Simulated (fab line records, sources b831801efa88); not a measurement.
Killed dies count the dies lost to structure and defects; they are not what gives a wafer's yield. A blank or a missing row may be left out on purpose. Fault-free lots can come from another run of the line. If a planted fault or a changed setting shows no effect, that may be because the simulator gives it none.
Lot-split experiment :: flow sky130 :: 23 wafers read from 5 lots, route of 708 steps

## THE SPLIT
At SKY_METAL1_METAL_ETCH_19 (etches the open film in Cl2/BCl3, stops on SiO2, target depth 360 nm, time 78 s), the setting over-etch-frac was moved away from the recipe's 0.3 on 10 of the 23 wafers read, by -21.3% to +22.6%. For the rest of the wafers, this setting stayed at what the recipe calls for.

The reading is taken at the split's own step.

## THE READING
oes-product-au, in a.u., at SKY_METAL1_METAL_ETCH_19 (etches the open film in Cl2/BCl3, stops on SiO2, target depth 360 nm, time 78 s). A value of 0.856 a.u. with a standard deviation of 0.0054 a.u. is what fault-free wafers of this fab line usually give.

wafer: L075.1
tool, chamber at the split: rie-metal-04, 1
over-etch-frac as run: 0.3
against the recipe: recipe
oes-product-au, a.u.: 0.855
against lot-mates on the recipe: -

wafer: L075.2
tool, chamber at the split: rie-metal-04, 0
over-etch-frac as run: 0.2727
against the recipe: -9.1%
oes-product-au, a.u.: 0.866
against lot-mates on the recipe: +0.011

wafer: L075.3
tool, chamber at the split: rie-metal-04, 1
over-etch-frac as run: 0.2727
against the recipe: -9.1%
oes-product-au, a.u.: 0.860
against lot-mates on the recipe: +0.005

wafer: L075.4
tool, chamber at the split: rie-metal-04, 0
over-etch-frac as run: 0.3
against the recipe: recipe
oes-product-au, a.u.: 0.856
against lot-mates on the recipe: -

wafer: L075.6
tool, chamber at the split: rie-metal-04, 0
over-etch-frac as run: 0.2727
against the recipe: -9.1%
oes-product-au, a.u.: 0.862
against lot-mates on the recipe: +0.007

wafer: L077.2
tool, chamber at the split: rie-metal-04, 1
over-etch-frac as run: 0.3
against the recipe: recipe
oes-product-au, a.u.: 0.856
against lot-mates on the recipe: -

wafer: L077.3
tool, chamber at the split: rie-metal-04, 1
over-etch-frac as run: 0.3
against the recipe: recipe
oes-product-au, a.u.: 0.854
against lot-mates on the recipe: -

wafer: L077.5
tool, chamber at the split: rie-metal-04, 1
over-etch-frac as run: 0.3
against the recipe: recipe
oes-product-au, a.u.: 0.857
against lot-mates on the recipe: -

wafer: L079.1
tool, chamber at the split: rie-metal-03, 0
over-etch-frac as run: 0.236
against the recipe: -21.3%
oes-product-au, a.u.: 0.881
against lot-mates on the recipe: +0.027

wafer: L079.2
tool, chamber at the split: rie-metal-03, 1
over-etch-frac as run: 0.236
against the recipe: -21.3%
oes-product-au, a.u.: 0.877
against lot-mates on the recipe: +0.023

wafer: L079.4
tool, chamber at the split: rie-metal-03, 0
over-etch-frac as run: 0.3
against the recipe: recipe
oes-product-au, a.u.: 0.849
against lot-mates on the recipe: -

wafer: L079.5
tool, chamber at the split: rie-metal-03, 1
over-etch-frac as run: 0.3
against the recipe: recipe
oes-product-au, a.u.: 0.859
against lot-mates on the recipe: -

wafer: L079.6
tool, chamber at the split: rie-metal-03, 0
over-etch-frac as run: 0.3
against the recipe: recipe
oes-product-au, a.u.: 0.854
against lot-mates on the recipe: -

wafer: L081.1
tool, chamber at the split: rie-metal-03, 0
over-etch-frac as run: 0.3
against the recipe: recipe
oes-product-au, a.u.: 0.850
against lot-mates on the recipe: -

wafer: L081.2
tool, chamber at the split: rie-metal-03, 0
over-etch-frac as run: 0.3
against the recipe: recipe
oes-product-au, a.u.: 0.855
against lot-mates on the recipe: -

wafer: L081.3
tool, chamber at the split: rie-metal-03, 0
over-etch-frac as run: 0.2439
against the recipe: -18.7%
oes-product-au, a.u.: 0.871
against lot-mates on the recipe: +0.021

wafer: L081.4
tool, chamber at the split: rie-metal-03, 0
over-etch-frac as run: 0.3
against the recipe: recipe
oes-product-au, a.u.: 0.845
against lot-mates on the recipe: -

wafer: L081.6
tool, chamber at the split: rie-metal-03, 0
over-etch-frac as run: 0.2439
against the recipe: -18.7%
oes-product-au, a.u.: 0.871
against lot-mates on the recipe: +0.021

wafer: L085.1
tool, chamber at the split: rie-metal-03, 0
over-etch-frac as run: 0.3678
against the recipe: +22.6%
oes-product-au, a.u.: 0.829
against lot-mates on the recipe: -0.027

wafer: L085.2
tool, chamber at the split: rie-metal-03, 1
over-etch-frac as run: 0.3
against the recipe: recipe
oes-product-au, a.u.: 0.865
against lot-mates on the recipe: -

wafer: L085.4
tool, chamber at the split: rie-metal-03, 0
over-etch-frac as run: 0.3678
against the recipe: +22.6%
oes-product-au, a.u.: 0.836
against lot-mates on the recipe: -0.020

wafer: L085.5
tool, chamber at the split: rie-metal-03, 0
over-etch-frac as run: 0.3678
against the recipe: +22.6%
oes-product-au, a.u.: 0.838
against lot-mates on the recipe: -0.018

wafer: L085.6
tool, chamber at the split: rie-metal-03, 1
over-etch-frac as run: 0.3
against the recipe: recipe
oes-product-au, a.u.: 0.847
against lot-mates on the recipe: -

THE FIT
A straight line over all 23 wafers: oes-product-au changes by -0.000959 a.u. for each +1% of over-etch-frac; r = -0.93; the points scatter about the line by 0.0047 a.u.
The same after taking each lot's own level away (the mean of its wafers on the recipe; 23 wafers): -0.00103 a.u. for each +1%; r = -0.95; scatter 0.0043 a.u.
The reading moves by 0.023 a.u. for the largest change in over-etch-frac, on that fit.
Measured against the standard deviation above, the lots' own levels, which go from 0.8500 to 0.8560 a.u., span 1.1 times it.
Hence the lot-to-lot level has little effect on the slope; both slopes agree.
Check: -0.0219 a.u. against its lot-mates is what the line predicts for one of the wafers moved furthest among these (+22.6%) when that wafer is left out of the fit. It came out at -0.027 a.u. against them.
Tool readings at the split's step, against how far the setting was moved: oes-product-au r = -0.93.

## OTHER SPLITS APPLIED TO THESE WAFERS
These wafers also went through other splits before the reading. Each is held against what the fit with the lots' levels taken away leaves over:
other split on the same wafers: SKY_LI_CONTACT_SPUTTER_20 power-w
wafers away from the commonest value: 7
r with oes-product-au (lot level and that fit taken away): -0.19

other split on the same wafers: SKY_CONTACT_SPUTTER_23 time-s
wafers away from the commonest value: 6
r with oes-product-au (lot level and that fit taken away): +0.32

other split on the same wafers: SKY_METAL1_SPUTTER_01 power-w
wafers away from the commonest value: 5
r with oes-product-au (lot level and that fit taken away): +0.19

## THE FILE'S OWN FIT
oes-product-au changes by -0.00106 a.u. for each +1% of over-etch-frac, r = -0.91.
